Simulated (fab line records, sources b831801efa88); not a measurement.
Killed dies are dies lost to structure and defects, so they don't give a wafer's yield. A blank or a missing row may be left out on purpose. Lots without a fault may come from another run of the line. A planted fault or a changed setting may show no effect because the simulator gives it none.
Which tool did it? | flow sky130 | 24 lots, 72 wafers sampled, at 4 steps of a route of 708

WHAT THE GAUGES READ, wafer by wafer
SKY_METAL2_CD_MEAS_15: target cd 140 nm. Usual: cd_nm 140.4 nm, standard deviation 1.6.
lot  | measured     | on        | cd_nm (nm)        | flag
L074 | day 36 12:26 | cd_sem-02 | 141.1 142.0 140.3 |
L075 | day 36 16:31 | cd_sem-02 | 139.8 140.6 140.3 |
L076 | day 36 20:35 | cd_sem-01 | 140.0 139.9 140.5 |
L077 | day 37 14:47 | cd_sem-02 | 142.4 141.2 142.4 |
L078 | day 37 19:34 | cd_sem-01 | 139.0 140.5 137.9 |
L079 | day 37 21:25 | cd_sem-02 | 138.3 138.8 138.1 |
L080 | day 38 00:49 | cd_sem-02 | 140.1 139.1 139.9 |
L081 | day 38 22:12 | cd_sem-01 | 138.4 140.2 138.5 |
L082 | day 38 23:28 | cd_sem-02 | 143.0 142.3 143.0 |
L083 | day 39 02:17 | cd_sem-01 | 136.8 137.7 135.8 |
L084 | day 39 08:28 | cd_sem-02 | 143.1 141.7 142.5 |
L085 | day 40 00:38 | cd_sem-02 | 139.3 140.1 141.3 |
L086 | day 40 04:31 | cd_sem-01 | 139.0 139.0 137.9 |
L087 | day 40 09:26 | cd_sem-01 | 139.9 139.7 138.9 |
L088 | day 40 10:44 | cd_sem-01 | 138.5 140.0 138.2 |
L089 | day 40 23:58 | cd_sem-01 | 141.6 140.7 142.4 |
L090 | day 41 03:04 | cd_sem-01 | 143.9 142.0 143.8 |
L091 | day 41 10:31 | cd_sem-02 | 140.6 140.0 139.9 |
L092 | day 41 11:20 | cd_sem-01 | 142.2 139.9 142.1 |
L093 | day 42 01:20 | cd_sem-02 | 141.3 139.5 140.9 |
L094 | day 42 03:46 | cd_sem-01 | 140.3 140.7 141.5 |
L095 | day 42 16:43 | cd_sem-01 | 139.7 138.9 140.0 |
L096 | day 42 17:49 | cd_sem-01 | 140.2 142.1 142.1 |
L097 | day 43 04:04 | cd_sem-01 | 140.8 140.9 139.9 |

SKY_CAPM_RS_MEAS_03: measures by four-point-probe. Usual: CAPM_TIN_RS 6.94 ohm/sq, standard deviation 0.064.
lot  | measured     | on            | CAPM_TIN_RS (ohm/sq) | flag
L074 | day 37 18:50 | film_metro-03 | 6.92 6.91 6.96       |
L075 | day 37 22:23 | film_metro-02 | 6.96 6.84 6.82       |
L076 | day 38 02:19 | film_metro-02 | 7.04 6.96 6.96       |
L077 | day 38 19:49 | film_metro-02 | 6.97 6.91 6.94       |
L078 | day 39 02:23 | film_metro-03 | 6.87 6.99 6.86       |
L079 | day 39 03:49 | film_metro-01 | 6.93 6.89 6.93       |
L080 | day 39 05:59 | film_metro-02 | 7.06 6.90 6.93       |
L081 | day 40 03:01 | film_metro-02 | 6.83 6.90 6.86       |
L082 | day 40 05:25 | film_metro-01 | 6.98 7.01 6.91       |
L083 | day 40 06:53 | film_metro-03 | 6.99 6.98 7.02       |
L084 | day 40 13:34 | film_metro-02 | 6.85 6.81 6.95       |
L085 | day 41 05:09 | film_metro-03 | 6.92 6.95 7.00       |
L086 | day 41 09:46 | film_metro-02 | 6.97 7.00 6.98       |
L087 | day 41 13:45 | film_metro-03 | 6.94 6.96 6.98       |
L088 | day 41 15:16 | film_metro-01 | 6.97 6.99 6.99       |
L089 | day 42 04:11 | film_metro-01 | 6.98 6.93 7.00       |
L090 | day 42 07:08 | film_metro-02 | 6.83 6.86 6.97       |
L091 | day 42 14:10 | film_metro-02 | 6.97 6.97 7.06       |
L092 | day 42 15:39 | film_metro-02 | 6.88 6.89 6.96       |
L093 | day 43 05:20 | film_metro-03 | 6.89 6.77 6.86       |
L094 | day 43 07:36 | film_metro-02 | 6.92 6.96 6.97       |
L095 | day 43 19:35 | film_metro-03 | 7.10 6.97 6.97       |
L096 | day 43 20:49 | film_metro-01 | 6.88 6.89 6.82       |
L097 | day 44 08:01 | film_metro-03 | 6.85 6.96 6.97       |

WHICH TOOL RAN EACH LOT (tool, then ch and the chambers of the sampled wafers, then the start)
lot  | SKY_METAL3_SPUTTER_00        | SKY_METAL3_SPUTTER_01
L074 | pvd_sputter-02, day 37 18:29 | pvd_sputter-02, day 37 18:30
L075 | pvd_sputter-02, day 37 21:59 | pvd_sputter-02, day 37 22:01
L076 | pvd_sputter-02, day 38 01:59 | pvd_sputter-02, day 38 02:00
L077 | pvd_sputter-04, day 38 19:28 | pvd_sputter-04, day 38 19:29
L078 | pvd_sputter-03, day 39 01:58 | pvd_sputter-03, day 39 01:59
L079 | pvd_sputter-02, day 39 03:26 | pvd_sputter-02, day 39 03:28
L080 | pvd_sputter-04, day 39 05:36 | pvd_sputter-04, day 39 05:37
L081 | pvd_sputter-03, day 40 02:36 | pvd_sputter-03, day 40 02:38
L082 | pvd_sputter-02, day 40 05:02 | pvd_sputter-02, day 40 05:04
L083 | pvd_sputter-02, day 40 06:25 | pvd_sputter-02, day 40 06:26
L084 | pvd_sputter-03, day 40 13:13 | pvd_sputter-03, day 40 13:14
L085 | pvd_sputter-04, day 41 04:48 | pvd_sputter-04, day 41 04:50
L086 | pvd_sputter-03, day 41 09:25 | pvd_sputter-03, day 41 09:26
L087 | pvd_sputter-04, day 41 13:23 | pvd_sputter-04, day 41 13:25
L088 | pvd_sputter-04, day 41 14:53 | pvd_sputter-04, day 41 14:55
L089 | pvd_sputter-04, day 42 03:51 | pvd_sputter-04, day 42 03:52
L090 | pvd_sputter-03, day 42 06:43 | pvd_sputter-03, day 42 06:44
L091 | pvd_sputter-03, day 42 13:47 | pvd_sputter-03, day 42 13:48
L092 | pvd_sputter-02, day 42 15:14 | pvd_sputter-02, day 42 15:15
L093 | pvd_sputter-02, day 43 04:59 | pvd_sputter-02, day 43 05:01
L094 | pvd_sputter-03, day 43 07:13 | pvd_sputter-03, day 43 07:14
L095 | pvd_sputter-03, day 43 19:14 | pvd_sputter-03, day 43 19:15
L096 | pvd_sputter-02, day 43 20:27 | pvd_sputter-02, day 43 20:29
L097 | pvd_sputter-03, day 44 07:39 | pvd_sputter-03, day 44 07:40
- SKY_METAL3_SPUTTER_00: material Ti, target thk 15 nm, time 10 s.
- SKY_METAL3_SPUTTER_01: material TiN, target thk 20 nm, time 16.7 s.

WHAT THE TOOLS THEMSELVES READ (means of the sampled wafers that have a number; where no wafer has one, the mark that the record gives instead)
SKY_METAL3_SPUTTER_00. Usual: throttle_valve_pct 30.1 %, standard deviation 0.65.
lot  | tool           | throttle_valve_pct (%) | flag
L074 | pvd_sputter-02 | 30.1                   |
L075 | pvd_sputter-02 | 30.3                   |
L076 | pvd_sputter-02 | 30.7                   |
L077 | pvd_sputter-04 | 28.9                   |
L078 | pvd_sputter-03 | 30.0                   |
L079 | pvd_sputter-02 | 30.0                   |
L080 | pvd_sputter-04 | 29.5                   |
L081 | pvd_sputter-03 | 29.8                   |
L082 | pvd_sputter-02 | 30.5                   |
L083 | pvd_sputter-02 | 30.4                   |
L084 | pvd_sputter-03 | 30.2                   |
L085 | pvd_sputter-04 | 30.0                   |
L086 | pvd_sputter-03 | 29.8                   |
L087 | pvd_sputter-04 | 29.9                   |
L088 | pvd_sputter-04 | 29.6                   |
L089 | pvd_sputter-04 | 30.1                   |
L090 | pvd_sputter-03 | 30.0                   |
L091 | pvd_sputter-03 | 30.1                   |
L092 | pvd_sputter-02 | 30.0                   |
L093 | pvd_sputter-02 | 30.4                   |
L094 | pvd_sputter-03 | 30.7                   |
L095 | pvd_sputter-03 | 30.3                   |
L096 | pvd_sputter-02 | 30.6                   |
L097 | pvd_sputter-03 | 30.3                   |

SKY_METAL3_SPUTTER_01. Usual: throttle_valve_pct 30.1 %, standard deviation 0.67.
lot  | tool           | throttle_valve_pct (%) | flag
L074 | pvd_sputter-02 | 30.3                   |
L075 | pvd_sputter-02 | 30.2                   |
L076 | pvd_sputter-02 | 30.7                   |
L077 | pvd_sputter-04 | 29.0                   |
L078 | pvd_sputter-03 | 30.1                   |
L079 | pvd_sputter-02 | 29.8                   |
L080 | pvd_sputter-04 | 29.5                   |
L081 | pvd_sputter-03 | 29.8                   |
L082 | pvd_sputter-02 | 30.5                   |
L083 | pvd_sputter-02 | 30.5                   |
L084 | pvd_sputter-03 | 30.2                   |
L085 | pvd_sputter-04 | 30.1                   |
L086 | pvd_sputter-03 | 29.8                   |
L087 | pvd_sputter-04 | 29.8                   |
L088 | pvd_sputter-04 | 29.5                   |
L089 | pvd_sputter-04 | 30.2                   |
L090 | pvd_sputter-03 | 30.0                   |
L091 | pvd_sputter-03 | 30.0                   |
L092 | pvd_sputter-02 | 29.9                   |
L093 | pvd_sputter-02 | 30.4                   |
L094 | pvd_sputter-03 | 30.6                   |
L095 | pvd_sputter-03 | 30.3                   |
L096 | pvd_sputter-02 | 30.5                   |
L097 | pvd_sputter-03 | 30.1                   |

THE ANSWER, worked out from the rows above alone
Rule: a lot is off if the mean of its wafers that have a number lies more than 3 standard deviations from the usual mean. A lot without any number at a reading at which 4 lots or more have one is off too. The other lots that the step has rows for count as sound. The gauges are gone through in route order, then the tools' own readings, and for those a lot's mean is taken as printed above. The first step at which some lot is off is used, and at that step the reading that is off furthest; a lot without a number counts as furthest.
No lot is off at any reading shown: from this, nothing can be told.

WHAT THE SIMULATOR HAD PUT IN
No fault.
